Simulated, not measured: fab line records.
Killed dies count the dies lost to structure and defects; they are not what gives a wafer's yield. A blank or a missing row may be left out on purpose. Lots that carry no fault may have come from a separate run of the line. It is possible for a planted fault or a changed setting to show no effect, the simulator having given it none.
What tool caused it? || flow gf180mcu || 14 lots, 42 wafers sampled, at 4 steps of a route of 602

WHAT THE GAUGES SHOWED, per wafer
No reading from a measuring or inspecting step in the record can be judged against a usual standard deviation.

WHICH TOOL RAN EACH LOT (tool, then ch and the chambers of the sampled wafers, then the start)
{"lot": "L191", "GF_LVPWELL_EXPOSE_04": "iline_stepper-02 ch 0, day 4 08:07", "GF_V1_SPUTTER_22": "pvd_sputter-02, day 19 09:49", "GF_M2_SPUTTER_04": "pvd_sputter-01, day 19 10:37", "GF_M3_SPUTTER_00": "pvd_sputter-03, day 21 13:39"}
{"lot": "L192", "GF_LVPWELL_EXPOSE_04": "iline_stepper-02 ch 0, day 4 13:20", "GF_V1_SPUTTER_22": "pvd_sputter-01, day 19 17:36", "GF_M2_SPUTTER_04": "pvd_sputter-02, day 19 18:25", "GF_M3_SPUTTER_00": "pvd_sputter-03, day 21 21:54"}
{"lot": "L193", "GF_LVPWELL_EXPOSE_04": "iline_stepper-02 ch 0, day 4 19:52", "GF_V1_SPUTTER_22": "pvd_sputter-02, day 20 03:28", "GF_M2_SPUTTER_04": "pvd_sputter-03, day 20 04:22", "GF_M3_SPUTTER_00": "pvd_sputter-01, day 22 07:05"}
{"lot": "L194", "GF_LVPWELL_EXPOSE_04": "iline_stepper-02 ch 0, day 4 23:14", "GF_V1_SPUTTER_22": "pvd_sputter-04, day 20 05:47", "GF_M2_SPUTTER_04": "pvd_sputter-02, day 20 06:37", "GF_M3_SPUTTER_00": "pvd_sputter-01, day 22 09:19"}
{"lot": "L195", "GF_LVPWELL_EXPOSE_04": "iline_stepper-02 ch 0, day 5 05:17", "GF_V1_SPUTTER_22": "pvd_sputter-02, day 20 17:19", "GF_M2_SPUTTER_04": "pvd_sputter-01, day 20 18:07", "GF_M3_SPUTTER_00": "pvd_sputter-04, day 22 20:44"}
{"lot": "L196", "GF_LVPWELL_EXPOSE_04": "iline_stepper-02 ch 0, day 5 10:24", "GF_V1_SPUTTER_22": "pvd_sputter-02, day 21 01:31", "GF_M2_SPUTTER_04": "pvd_sputter-03, day 21 02:26", "GF_M3_SPUTTER_00": "pvd_sputter-01, day 23 03:27"}
{"lot": "L197", "GF_LVPWELL_EXPOSE_04": "iline_stepper-01 ch 0, day 5 16:10", "GF_V1_SPUTTER_22": "pvd_sputter-04, day 21 14:51", "GF_M2_SPUTTER_04": "pvd_sputter-01, day 21 15:40", "GF_M3_SPUTTER_00": "pvd_sputter-04, day 23 15:36"}
{"lot": "L199", "GF_LVPWELL_EXPOSE_04": "iline_stepper-01 ch 0, day 6 03:02", "GF_V1_SPUTTER_22": "pvd_sputter-02, day 22 05:38", "GF_M2_SPUTTER_04": "pvd_sputter-03, day 22 06:27", "GF_M3_SPUTTER_00": "pvd_sputter-04, day 24 06:34"}
{"lot": "L200", "GF_LVPWELL_EXPOSE_04": "iline_stepper-02 ch 0, day 6 07:46", "GF_V1_SPUTTER_22": "pvd_sputter-04, day 22 12:20", "GF_M2_SPUTTER_04": "pvd_sputter-01, day 22 13:16", "GF_M3_SPUTTER_00": "pvd_sputter-04, day 24 13:23"}
{"lot": "L201", "GF_LVPWELL_EXPOSE_04": "iline_stepper-02, day 6 15:29", "GF_V1_SPUTTER_22": "pvd_sputter-04, day 23 01:31", "GF_M2_SPUTTER_04": "pvd_sputter-03, day 23 02:19", "GF_M3_SPUTTER_00": "pvd_sputter-03, day 25 00:08"}
{"lot": "L202", "GF_LVPWELL_EXPOSE_04": "iline_stepper-01, day 6 20:22", "GF_V1_SPUTTER_22": "pvd_sputter-01, day 23 07:36", "GF_M2_SPUTTER_04": "pvd_sputter-02, day 23 08:26", "GF_M3_SPUTTER_00": "pvd_sputter-04, day 25 07:32"}
{"lot": "L205", "GF_LVPWELL_EXPOSE_04": "iline_stepper-01 ch 0, day 7 13:41", "GF_V1_SPUTTER_22": "pvd_sputter-02, day 24 08:44", "GF_M2_SPUTTER_04": "pvd_sputter-02, day 24 09:51", "GF_M3_SPUTTER_00": "pvd_sputter-01, day 26 07:04"}
{"lot": "L210", "GF_LVPWELL_EXPOSE_04": "iline_stepper-01 ch 0, day 8 18:04", "GF_V1_SPUTTER_22": "pvd_sputter-04, day 26 04:40", "GF_M2_SPUTTER_04": "pvd_sputter-03, day 26 05:29", "GF_M3_SPUTTER_00": "pvd_sputter-01, day 28 01:25"}
{"lot": "L211", "GF_LVPWELL_EXPOSE_04": "iline_stepper-01 ch 0, day 8 21:32", "GF_V1_SPUTTER_22": "pvd_sputter-04, day 26 05:22", "GF_M2_SPUTTER_04": "pvd_sputter-02, day 26 06:10", "GF_M3_SPUTTER_00": "pvd_sputter-03, day 28 02:26"}
- GF_LVPWELL_EXPOSE_04: exposes mask LVPWELL, target cd 600 nm.
- GF_V1_SPUTTER_22: material TiN, target thk 10 nm, time 40 s.
- GF_M2_SPUTTER_04: material TiN, target thk 50 nm, time 41.7 s.
- GF_M3_SPUTTER_00: material Ti, target thk 37.5 nm, time 150 s.

WHAT THE TOOLS THEMSELVES READ (means of the sampled wafers that have a number; where no wafer has one, the mark that the record gives instead)
GF_LVPWELL_EXPOSE_04. Usual: exposure_dose_mJ_cm2 259.97, standard deviation 0.27; focus_offset_nm 0.1 nm, standard deviation 0.44.
{"lot": "L191", "tool": "iline_stepper-02", "exposure_dose_mJ_cm2": 260.05, "focus_offset_nm (nm)": 0.0, "flag": ""}
{"lot": "L192", "tool": "iline_stepper-02", "exposure_dose_mJ_cm2": 260.35, "focus_offset_nm (nm)": 0.1, "flag": ""}
{"lot": "L193", "tool": "iline_stepper-02", "exposure_dose_mJ_cm2": 260.49, "focus_offset_nm (nm)": -0.2, "flag": ""}
{"lot": "L194", "tool": "iline_stepper-02", "exposure_dose_mJ_cm2": 259.77, "focus_offset_nm (nm)": 0.2, "flag": ""}
{"lot": "L195", "tool": "iline_stepper-02", "exposure_dose_mJ_cm2": 259.82, "focus_offset_nm (nm)": 0.1, "flag": ""}
{"lot": "L196", "tool": "iline_stepper-02", "exposure_dose_mJ_cm2": 260.01, "focus_offset_nm (nm)": 0.4, "flag": ""}
{"lot": "L197", "tool": "iline_stepper-01", "exposure_dose_mJ_cm2": 260.00, "focus_offset_nm (nm)": 0.1, "flag": ""}
{"lot": "L199", "tool": "iline_stepper-01", "exposure_dose_mJ_cm2": 260.24, "focus_offset_nm (nm)": 0.3, "flag": ""}
{"lot": "L200", "tool": "iline_stepper-02", "exposure_dose_mJ_cm2": 260.06, "focus_offset_nm (nm)": -0.2, "flag": ""}
{"lot": "L201", "tool": "iline_stepper-02", "exposure_dose_mJ_cm2": "-", "focus_offset_nm (nm)": "-", "flag": "OFF"}
{"lot": "L202", "tool": "iline_stepper-01", "exposure_dose_mJ_cm2": "-", "focus_offset_nm (nm)": "-", "flag": "OFF"}
{"lot": "L205", "tool": "iline_stepper-01", "exposure_dose_mJ_cm2": 259.76, "focus_offset_nm (nm)": 0.1, "flag": ""}
{"lot": "L210", "tool": "iline_stepper-01", "exposure_dose_mJ_cm2": 260.11, "focus_offset_nm (nm)": -0.4, "flag": ""}
{"lot": "L211", "tool": "iline_stepper-01", "exposure_dose_mJ_cm2": 260.20, "focus_offset_nm (nm)": -0.3, "flag": ""}

GF_V1_SPUTTER_22. Usual: throttle_valve_pct at 30.1 %, with a standard deviation of 0.93.
{"lot": "L191", "tool": "pvd_sputter-02", "throttle_valve_pct (%)": 29.1, "flag": ""}
{"lot": "L192", "tool": "pvd_sputter-01", "throttle_valve_pct (%)": 30.1, "flag": ""}
{"lot": "L193", "tool": "pvd_sputter-02", "throttle_valve_pct (%)": 30.1, "flag": ""}
{"lot": "L194", "tool": "pvd_sputter-04", "throttle_valve_pct (%)": 30.7, "flag": ""}
{"lot": "L195", "tool": "pvd_sputter-02", "throttle_valve_pct (%)": 29.5, "flag": ""}
{"lot": "L196", "tool": "pvd_sputter-02", "throttle_valve_pct (%)": 30.0, "flag": ""}
{"lot": "L197", "tool": "pvd_sputter-04", "throttle_valve_pct (%)": 30.3, "flag": ""}
{"lot": "L199", "tool": "pvd_sputter-02", "throttle_valve_pct (%)": 29.9, "flag": ""}
{"lot": "L200", "tool": "pvd_sputter-04", "throttle_valve_pct (%)": 30.6, "flag": ""}
{"lot": "L201", "tool": "pvd_sputter-04", "throttle_valve_pct (%)": 30.4, "flag": ""}
{"lot": "L202", "tool": "pvd_sputter-01", "throttle_valve_pct (%)": 30.4, "flag": ""}
{"lot": "L205", "tool": "pvd_sputter-02", "throttle_valve_pct (%)": 30.4, "flag": ""}
{"lot": "L210", "tool": "pvd_sputter-04", "throttle_valve_pct (%)": 30.0, "flag": ""}
{"lot": "L211", "tool": "pvd_sputter-04", "throttle_valve_pct (%)": 30.5, "flag": ""}

GF_M2_SPUTTER_04. Usual: throttle_valve_pct at 30.0 %, with a standard deviation of 0.92.
{"lot": "L191", "tool": "pvd_sputter-01", "throttle_valve_pct (%)": 30.9, "flag": ""}
{"lot": "L192", "tool": "pvd_sputter-02", "throttle_valve_pct (%)": 30.3, "flag": ""}
{"lot": "L193", "tool": "pvd_sputter-03", "throttle_valve_pct (%)": 30.0, "flag": ""}
{"lot": "L194", "tool": "pvd_sputter-02", "throttle_valve_pct (%)": 29.2, "flag": ""}
{"lot": "L195", "tool": "pvd_sputter-01", "throttle_valve_pct (%)": 30.0, "flag": ""}
{"lot": "L196", "tool": "pvd_sputter-03", "throttle_valve_pct (%)": 29.9, "flag": ""}
{"lot": "L197", "tool": "pvd_sputter-01", "throttle_valve_pct (%)": 29.6, "flag": ""}
{"lot": "L199", "tool": "pvd_sputter-03", "throttle_valve_pct (%)": 30.0, "flag": ""}
{"lot": "L200", "tool": "pvd_sputter-01", "throttle_valve_pct (%)": 30.4, "flag": ""}
{"lot": "L201", "tool": "pvd_sputter-03", "throttle_valve_pct (%)": 29.9, "flag": ""}
{"lot": "L202", "tool": "pvd_sputter-02", "throttle_valve_pct (%)": 30.5, "flag": ""}
{"lot": "L205", "tool": "pvd_sputter-02", "throttle_valve_pct (%)": 30.4, "flag": ""}
{"lot": "L210", "tool": "pvd_sputter-03", "throttle_valve_pct (%)": 30.2, "flag": ""}
{"lot": "L211", "tool": "pvd_sputter-02", "throttle_valve_pct (%)": 30.4, "flag": ""}

GF_M3_SPUTTER_00. Usual: throttle_valve_pct at 30.1 %, with a standard deviation of 0.81.
{"lot": "L191", "tool": "pvd_sputter-03", "throttle_valve_pct (%)": 30.1, "flag": ""}
{"lot": "L192", "tool": "pvd_sputter-03", "throttle_valve_pct (%)": 29.9, "flag": ""}
{"lot": "L193", "tool": "pvd_sputter-01", "throttle_valve_pct (%)": 30.3, "flag": ""}
{"lot": "L194", "tool": "pvd_sputter-01", "throttle_valve_pct (%)": 30.6, "flag": ""}
{"lot": "L195", "tool": "pvd_sputter-04", "throttle_valve_pct (%)": 30.2, "flag": ""}
{"lot": "L196", "tool": "pvd_sputter-01", "throttle_valve_pct (%)": 30.1, "flag": ""}
{"lot": "L197", "tool": "pvd_sputter-04", "throttle_valve_pct (%)": 30.1, "flag": ""}
{"lot": "L199", "tool": "pvd_sputter-04", "throttle_valve_pct (%)": 30.0, "flag": ""}
{"lot": "L200", "tool": "pvd_sputter-04", "throttle_valve_pct (%)": 30.1, "flag": ""}
{"lot": "L201", "tool": "pvd_sputter-03", "throttle_valve_pct (%)": 29.9, "flag": ""}
{"lot": "L202", "tool": "pvd_sputter-04", "throttle_valve_pct (%)": 30.4, "flag": ""}
{"lot": "L205", "tool": "pvd_sputter-01", "throttle_valve_pct (%)": 30.4, "flag": ""}
{"lot": "L210", "tool": "pvd_sputter-01", "throttle_valve_pct (%)": 30.4, "flag": ""}
{"lot": "L211", "tool": "pvd_sputter-03", "throttle_valve_pct (%)": 30.0, "flag": ""}

THE ANSWER, worked out from the rows above alone
Rule: take the mean of a lot's wafers that have a number; if it is more than 3 standard deviations from the usual mean, the lot is off. Also off: a lot with no number at a reading for which 4 or more lots have one. Any other lot the step has rows for is counted as sound. Order of review: gauges by route order, followed by the tools' own readings, for which a lot's mean as printed above is used. At the first step where some lot is off, the reading lying furthest off is the one used; lots without a number count as furthest.
Off, at GF_LVPWELL_EXPOSE_04 on exposure_dose_mJ_cm2: L201, L202. Without a number there: L201, L202.
If a tool, at that step or one of the process steps before it, ran each lot that is off and ran no sound lot following the first of them, it fits. Not one of the candidates tried fits.

WHAT THE SIMULATOR HAD INSERTED
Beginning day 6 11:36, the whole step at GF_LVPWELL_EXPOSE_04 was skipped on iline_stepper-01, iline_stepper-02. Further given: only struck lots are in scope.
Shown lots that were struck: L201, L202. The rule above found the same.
